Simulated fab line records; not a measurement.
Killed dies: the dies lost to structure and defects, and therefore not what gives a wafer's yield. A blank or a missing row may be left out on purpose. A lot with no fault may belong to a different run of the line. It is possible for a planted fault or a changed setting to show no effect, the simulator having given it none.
8D (eight disciplines) problem report, filled in by code + flow sky130 + the parts of the form that need people (team, actions taken, sign-off) are left out

1. WHAT IS WRONG
Wafers free of any fault read -0.2 nm (standard deviation 1.3) for SD_P_OVL at SKY_SD_P_OVL_MEAS_08, against a mean of 68.2 nm on 9 wafers of 3 lots. That puts it +53 standard deviations away from the usual mean.
Earliest sighting: wafer L318.1 on overlay-02 at day 27 18:03. Wafers with a number at this step in the record: 42, from 14 lots. By rule, "out" or "out of limits" means more than 4 standard deviations away from the usual mean. The other wafers with a number count as sound.

2. WHAT IT IS; WHAT IT IS NOT
| question                    | is                     | is not                                                                                       |
|-----------------------------|------------------------|----------------------------------------------------------------------------------------------|
| which readings at this step | SD_P_OVL               | -                                                                                            |
| which lots                  | L318, L320, L321       | L313, L314, L315, L316, L317, L319, L328, L329, L331, L333, L334                             |
| which wafers of those lots  | all that have a number | -                                                                                            |
| read on which gauges        | overlay-02             | overlay-01                                                                                   |
| when                        | from day 27 18:03      | up to then (18 sound wafers); but 15 sound wafers of L328, L329, L331, L333, L334 came after |

3. THE SUSPECTS, EACH WITH WHAT RULES IT OUT
Counting: a tool at any process step up to the reading remains a suspect when it ran all the lots that are out and ran no sound lot after the first of those.
- the gauge at SKY_SD_P_OVL_MEAS_08: kept. All the wafers that are out were read on overlay-02, and no step on other tools shows them out.
- iline-stepper-01 at SKY_SD_P_EXPOSE_04 (exposes mask PSDM, target cd 380 nm): kept. All lots that are out passed through it, beginning with L318 at day 27 03:26, and no sound lot followed; its final sound lot before that point was L319 at day 27 02:36.
Remaining after the count are iline-stepper-01 at SKY_SD_P_EXPOSE_04 and overlay-02 at SKY_SD_P_OVL_MEAS_08.

4. THE CAUSE (what the simulator had put in)
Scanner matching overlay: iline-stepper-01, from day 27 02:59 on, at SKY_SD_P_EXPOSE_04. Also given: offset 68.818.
Counting left 2 suspects, and this tool is among them.

5. THE EFFECT CHAIN, in route order
Each row: a reading where the mean over the struck wafers with a number is more than 3 standard deviations away from the usual. Only readings for which the record gives a usual standard deviation are gone through. hours: the time from each lot's start at the first step in this table that gives one to its start at this step, as a median over the lots. sigmas: the change in usual standard deviations.
| hours | step                 | reading  | usual   | on struck wafers | change | sigmas |
|-------|----------------------|----------|---------|------------------|--------|--------|
| 0     | SKY_SD_P_OVL_MEAS_08 | SD_P_OVL | -0.2 nm | 68.2             | +68.4  | +53    |

6. WHAT WOULD HAVE CAUGHT IT SOONER
The first out-of-limits reading at a measuring or inspecting step in this record came at day 27 18:03, 15 hours after the fault's start at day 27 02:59.
No tool reading at SKY_SD_P_EXPOSE_04 that has a usual standard deviation in the record was out on any struck wafer, so an alarm limit of 4 standard deviations on those readings would not have fired.
Of the lots that are out (3), L321 began SKY_SD_P_EXPOSE_04 on iline-stepper-01 after day 27 18:03. Had the tool been put on hold then, it would have been spared.
